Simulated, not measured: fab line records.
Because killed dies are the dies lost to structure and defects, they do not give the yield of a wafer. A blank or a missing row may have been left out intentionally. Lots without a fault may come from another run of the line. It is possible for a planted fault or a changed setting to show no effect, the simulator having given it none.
A single fault, viewed from 2 desks ; flow gf180mcu ; every desk sees just its own numbers, and what lay behind them comes last

== FROM THE METROLOGY DESK ==
Lot by lot, what the gauges showed, no matter which tool ran the lot: averages of those sampled wafers that carry a number. Any lot whose mean is over 4 standard deviations away from the usual mean is out of limits and marked OUT; that distance is given in the brackets.
Columns: A = cd nm at GF_M1_CD_MEAS_14, usual 229.9 nm; B = V1_CVD_02_THK at GF_V1_THK_MEAS_03, usual 850 nm; C = cd nm at GF_V1_CD_MEAS_14, usual 259.9 nm; D = V1_OVL at GF_V1_OVL_MEAS_15, usual 2 nm
lot;first seen here;A;B;C;D
L708;day 17 03:47;227.7;851;260.1;6
L709;day 17 08:46;231.9;848;259.7;2
L715;day 19 16:44;227.4;862;253.5 (-5.8) OUT;1
L716;day 20 06:49;229.7;856;257.1;12
L722;day 22 10:05;229.2;853;259.1;-12
L724;day 23 04:16;227.9;829;259.7;-1
L725;day 23 07:19;230.3;830;258.5;2
L726;day 23 21:35;230.4;853;259.8;-3
L727;day 24 01:03;229.9;849;260.6;3
L728;day 24 11:28;232.2;852;259.6;6
L729;day 24 16:10;230.0;839;257.6;3
L730;day 25 01:34;232.0;849;259.8;2
L731;day 25 09:41;231.0;852;261.5;-1
This desk's finding: out of limits on L715; first on L715, day 20 18:44 (cd nm at GF_V1_CD_MEAS_14). L708, L709, L716, L722, L724, L725, L726, L727, L728, L729, L730, L731 stayed within limits.

== AT THE TOOL OWNER'S DESK: litho track-02 ==
At GF_V1_SOFTBAKE_10 (time 60 s), the tool's own readings, given per lot that ran on this tool as the mean of the sampled wafers with a number. Any lot whose mean is over 4 standard deviations away from the usual mean is out of limits and marked OUT; that distance is given in the brackets.
Columns: A = heater power total W at GF_V1_SOFTBAKE_10, usual 93.05 W; B = run length s at GF_V1_SOFTBAKE_10, usual 89.16 s
lot;first seen here;A;B
L715;day 20 06:00;105.25 (+99 or more) OUT;70.57 (-84) OUT
L716;day 20 20:00;105.20 (+99 or more) OUT;70.46 (-85) OUT
This desk's finding: out of limits on L715, L716; first on L715, day 20 06:00 (heater power total W at GF_V1_SOFTBAKE_10). In limits: none.

== ALL TOGETHER ==
At day 20 06:00, on L715, L716, the tool owner's desk was in a position to raise an alarm.
Metrology desk: alarm possible at day 20 18:44 on L715.
The metrology desk holds a record of L716, inside its limits.
Every lot named ran GF_V1_SOFTBAKE_10 on litho track-02.

== WHAT THE SIMULATOR PUT IN ==
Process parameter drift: litho track-02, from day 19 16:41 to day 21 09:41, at GF_V1_SOFTBAKE_10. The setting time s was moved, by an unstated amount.
Lots struck among those shown: L715, L716.
Delay (hours) between the fault's onset and each desk's first out-of-limits reading: 13 at the tool owner's desk, 26 at the metrology desk.
